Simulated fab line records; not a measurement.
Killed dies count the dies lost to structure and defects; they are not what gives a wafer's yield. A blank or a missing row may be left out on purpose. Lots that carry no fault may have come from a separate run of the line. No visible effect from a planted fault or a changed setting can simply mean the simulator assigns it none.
Which of the tools did it? || flow sky130 || 13 lots with 39 wafers sampled at 4 steps, on a route of 708 steps

== WHAT THE GAUGES SHOWED, per wafer ==
SKY_VIA2_THK_MEAS_01.
{"lot": "L578", "measured": "day 35 07:21", "on": "film-metro-04", "VIA2_HDPCVD_THK (nm)": "1176 1175 1192"}
{"lot": "L580", "measured": "day 35 16:22", "on": "film-metro-01", "VIA2_HDPCVD_THK (nm)": "1161 1160 1157"}
{"lot": "L581", "measured": "day 36 23:03", "on": "film-metro-03", "VIA2_HDPCVD_THK (nm)": "1196 1175 1176"}
{"lot": "L582", "measured": "day 36 17:23", "on": "film-metro-04", "VIA2_HDPCVD_THK (nm)": "1179 1196 1187"}
{"lot": "L584", "measured": "day 37 16:17", "on": "film-metro-01", "VIA2_HDPCVD_THK (nm)": "1212 1191 1196"}
{"lot": "L586", "measured": "day 38 04:33", "on": "film-metro-01", "VIA2_HDPCVD_THK (nm)": "1174 1166 1166"}
{"lot": "L587", "measured": "day 38 08:01", "on": "film-metro-01", "VIA2_HDPCVD_THK (nm)": "1168 1168 1188"}
{"lot": "L588", "measured": "day 38 22:45", "on": "film-metro-03", "VIA2_HDPCVD_THK (nm)": "1170 1165 1174"}
{"lot": "L590", "measured": "day 39 02:43", "on": "film-metro-04", "VIA2_HDPCVD_THK (nm)": "1203 1187 1194"}
{"lot": "L592", "measured": "day 39 11:24", "on": "film-metro-03", "VIA2_HDPCVD_THK (nm)": "1166 1148 1161"}
{"lot": "L595", "measured": "day 40 11:43", "on": "film-metro-04", "VIA2_HDPCVD_THK (nm)": "1189 1190 1181"}
{"lot": "L599", "measured": "day 41 15:59", "on": "film-metro-03", "VIA2_HDPCVD_THK (nm)": "1172 1170 1148"}
{"lot": "L600", "measured": "day 42 07:15", "on": "film-metro-04", "VIA2_HDPCVD_THK (nm)": "1154 1167 1166"}

SKY_VIA2_CD_MEAS_12: target cd 200 nm.
{"lot": "L578", "measured": "day 36 09:28", "on": "cd-sem-02", "cd-nm (nm)": "200.4 201.3 198.6"}
{"lot": "L580", "measured": "day 36 18:39", "on": "cd-sem-01", "cd-nm (nm)": "200.1 199.1 201.6"}
{"lot": "L581", "measured": "day 38 00:30", "on": "cd-sem-01", "cd-nm (nm)": "199.3 198.7 200.6"}
{"lot": "L582", "measured": "day 37 19:19", "on": "cd-sem-01", "cd-nm (nm)": "200.5 198.1 200.3"}
{"lot": "L584", "measured": "day 38 17:14", "on": "cd-sem-02", "cd-nm (nm)": "200.9 202.1 201.0"}
{"lot": "L586", "measured": "day 39 05:25", "on": "cd-sem-02", "cd-nm (nm)": "201.6 202.3 202.0"}
{"lot": "L587", "measured": "day 39 08:53", "on": "cd-sem-01", "cd-nm (nm)": "198.4 199.4 198.3"}
{"lot": "L588", "measured": "day 39 23:35", "on": "cd-sem-02", "cd-nm (nm)": "200.4 201.9 202.0"}
{"lot": "L590", "measured": "day 40 02:35", "on": "cd-sem-01", "cd-nm (nm)": "200.8 199.7 200.6"}
{"lot": "L592", "measured": "day 40 12:20", "on": "cd-sem-02", "cd-nm (nm)": "201.0 203.8 201.0"}
{"lot": "L595", "measured": "day 41 12:02", "on": "cd-sem-02", "cd-nm (nm)": "199.7 201.8 201.9"}
{"lot": "L599", "measured": "day 42 15:46", "on": "cd-sem-02", "cd-nm (nm)": "199.7 200.5 201.1"}
{"lot": "L600", "measured": "day 43 07:07", "on": "cd-sem-01", "cd-nm (nm)": "200.8 199.9 198.9"}

== EACH LOT AND THE TOOL THAT RAN IT (in order: tool; ch and the chambers of the sampled wafers; start) ==
{"lot": "L578", "SKY_VT_ADJUST_LVTN_SOFTBAKE_14": "litho-track-03 ch 0, day 7 04:58", "SKY_METAL1_SPUTTER_01": "pvd-sputter-01, day 31 17:26"}
{"lot": "L580", "SKY_VT_ADJUST_LVTN_SOFTBAKE_14": "litho-track-03 ch 0, day 7 15:19", "SKY_METAL1_SPUTTER_01": "pvd-sputter-01, day 32 02:33"}
{"lot": "L581", "SKY_VT_ADJUST_LVTN_SOFTBAKE_14": "litho-track-04 ch 0, day 8 00:17", "SKY_METAL1_SPUTTER_01": "pvd-sputter-04, day 33 10:20"}
{"lot": "L582", "SKY_VT_ADJUST_LVTN_SOFTBAKE_14": "litho-track-01 ch 0, day 8 04:08", "SKY_METAL1_SPUTTER_01": "pvd-sputter-04, day 33 05:39"}
{"lot": "L584", "SKY_VT_ADJUST_LVTN_SOFTBAKE_14": "litho-track-01 ch 0, day 9 01:11", "SKY_METAL1_SPUTTER_01": "pvd-sputter-02, day 34 05:23"}
{"lot": "L586", "SKY_VT_ADJUST_LVTN_SOFTBAKE_14": "litho-track-01 ch 0, day 9 13:52", "SKY_METAL1_SPUTTER_01": "pvd-sputter-04, day 34 17:17"}
{"lot": "L587", "SKY_VT_ADJUST_LVTN_SOFTBAKE_14": "litho-track-01 ch 0, day 9 19:25", "SKY_METAL1_SPUTTER_01": "pvd-sputter-04, day 34 22:08"}
{"lot": "L588", "SKY_VT_ADJUST_LVTN_SOFTBAKE_14": "litho-track-01 ch 0, day 10 01:56", "SKY_METAL1_SPUTTER_01": "pvd-sputter-01, day 35 14:20"}
{"lot": "L590", "SKY_VT_ADJUST_LVTN_SOFTBAKE_14": "litho-track-03 ch 0, day 10 17:28", "SKY_METAL1_SPUTTER_01": "pvd-sputter-01, day 35 19:17"}
{"lot": "L592", "SKY_VT_ADJUST_LVTN_SOFTBAKE_14": "litho-track-01 ch 0, day 11 02:50", "SKY_METAL1_SPUTTER_01": "pvd-sputter-04, day 36 01:59"}
{"lot": "L595", "SKY_VT_ADJUST_LVTN_SOFTBAKE_14": "litho-track-03 ch 0, day 12 01:25", "SKY_METAL1_SPUTTER_01": "pvd-sputter-01, day 37 04:49"}
{"lot": "L599", "SKY_VT_ADJUST_LVTN_SOFTBAKE_14": "litho-track-04 ch 0, day 13 07:22", "SKY_METAL1_SPUTTER_01": "pvd-sputter-04, day 38 09:31"}
{"lot": "L600", "SKY_VT_ADJUST_LVTN_SOFTBAKE_14": "litho-track-01 ch 0, day 13 18:58", "SKY_METAL1_SPUTTER_01": "pvd-sputter-02, day 39 04:22"}
- SKY_VT_ADJUST_LVTN_SOFTBAKE_14: time 60 s.
- SKY_METAL1_SPUTTER_01: material TiN, target thk 20 nm, time 16.7 s.

== AS READ BY THE TOOLS THEMSELVES (means over the sampled wafers that have a number; for cases with no such wafer, the mark the record gives instead) ==
SKY_VT_ADJUST_LVTN_SOFTBAKE_14.
{"lot": "L578", "tool": "litho-track-03", "chill-plate-temp-C (C)": 23.08, "heater-power-total-W (W)": 56.60, "plate-temp-C (C)": 90.17}
{"lot": "L580", "tool": "litho-track-03", "chill-plate-temp-C (C)": 22.90, "heater-power-total-W (W)": 56.58, "plate-temp-C (C)": 90.12}
{"lot": "L581", "tool": "litho-track-04", "chill-plate-temp-C (C)": 23.02, "heater-power-total-W (W)": 56.57, "plate-temp-C (C)": 89.85}
{"lot": "L582", "tool": "litho-track-01", "chill-plate-temp-C (C)": 22.93, "heater-power-total-W (W)": 56.59, "plate-temp-C (C)": 90.09}
{"lot": "L584", "tool": "litho-track-01", "chill-plate-temp-C (C)": 23.10, "heater-power-total-W (W)": 56.60, "plate-temp-C (C)": 90.08}
{"lot": "L586", "tool": "litho-track-01", "chill-plate-temp-C (C)": 23.13, "heater-power-total-W (W)": 56.52, "plate-temp-C (C)": 90.03}
{"lot": "L587", "tool": "litho-track-01", "chill-plate-temp-C (C)": 23.14, "heater-power-total-W (W)": 55.97, "plate-temp-C (C)": 89.33}
{"lot": "L588", "tool": "litho-track-01", "chill-plate-temp-C (C)": 23.13, "heater-power-total-W (W)": 56.03, "plate-temp-C (C)": 89.36}
{"lot": "L590", "tool": "litho-track-03", "chill-plate-temp-C (C)": 23.01, "heater-power-total-W (W)": 56.58, "plate-temp-C (C)": 89.97}
{"lot": "L592", "tool": "litho-track-01", "chill-plate-temp-C (C)": 22.96, "heater-power-total-W (W)": 55.95, "plate-temp-C (C)": 89.33}
{"lot": "L595", "tool": "litho-track-03", "chill-plate-temp-C (C)": 22.85, "heater-power-total-W (W)": 56.61, "plate-temp-C (C)": 90.01}
{"lot": "L599", "tool": "litho-track-04", "chill-plate-temp-C (C)": 23.00, "heater-power-total-W (W)": 56.60, "plate-temp-C (C)": 90.08}
{"lot": "L600", "tool": "litho-track-01", "chill-plate-temp-C (C)": 23.15, "heater-power-total-W (W)": 56.58, "plate-temp-C (C)": 89.95}

SKY_METAL1_SPUTTER_01.
{"lot": "L578", "tool": "pvd-sputter-01", "throttle-valve-pct (%)": 29.6}
{"lot": "L580", "tool": "pvd-sputter-01", "throttle-valve-pct (%)": 29.1}
{"lot": "L581", "tool": "pvd-sputter-04", "throttle-valve-pct (%)": 32.1}
{"lot": "L582", "tool": "pvd-sputter-04", "throttle-valve-pct (%)": 30.5}
{"lot": "L584", "tool": "pvd-sputter-02", "throttle-valve-pct (%)": 30.1}
{"lot": "L586", "tool": "pvd-sputter-04", "throttle-valve-pct (%)": 31.5}
{"lot": "L587", "tool": "pvd-sputter-04", "throttle-valve-pct (%)": 31.1}
{"lot": "L588", "tool": "pvd-sputter-01", "throttle-valve-pct (%)": 29.7}
{"lot": "L590", "tool": "pvd-sputter-01", "throttle-valve-pct (%)": 29.1}
{"lot": "L592", "tool": "pvd-sputter-04", "throttle-valve-pct (%)": 31.1}
{"lot": "L595", "tool": "pvd-sputter-01", "throttle-valve-pct (%)": 29.5}
{"lot": "L599", "tool": "pvd-sputter-04", "throttle-valve-pct (%)": 31.9}
{"lot": "L600", "tool": "pvd-sputter-02", "throttle-valve-pct (%)": 30.9}

== THE ANSWER, worked out from the rows above alone ==
Rule: the usual values come from the lots themselves. The widest of any qualifying gaps counts: lots, ordered by their means at a reading, are off when they make up no more than a third of the lots, leave a main group of 4 or more, and stand apart from it by 3 or more times the standard deviation of that group's means. If all means in a main group match to the digits the tables above print for the reading, that group is not used. A lot without any number at a reading at which 4 lots or more have one is off too. All remaining lots with rows at the step are treated as sound. The gauges are gone through in route order, then the tools' own readings, and for those a lot's mean is taken as printed above. At the first step where some lot is off, the reading lying furthest off is the one used; lots without a number count as furthest.
Off: L587, L588, L592 (SKY_VT_ADJUST_LVTN_SOFTBAKE_14, heater-power-total-W). Mean 56.58 W and standard deviation 0.024 in the main group.
A tool fits if, at that step or a process step before it, it ran every lot that is off, and no sound lot after the first of them. Not one of the candidates tried fits.

== WHAT WAS PUT IN BY THE SIMULATOR ==
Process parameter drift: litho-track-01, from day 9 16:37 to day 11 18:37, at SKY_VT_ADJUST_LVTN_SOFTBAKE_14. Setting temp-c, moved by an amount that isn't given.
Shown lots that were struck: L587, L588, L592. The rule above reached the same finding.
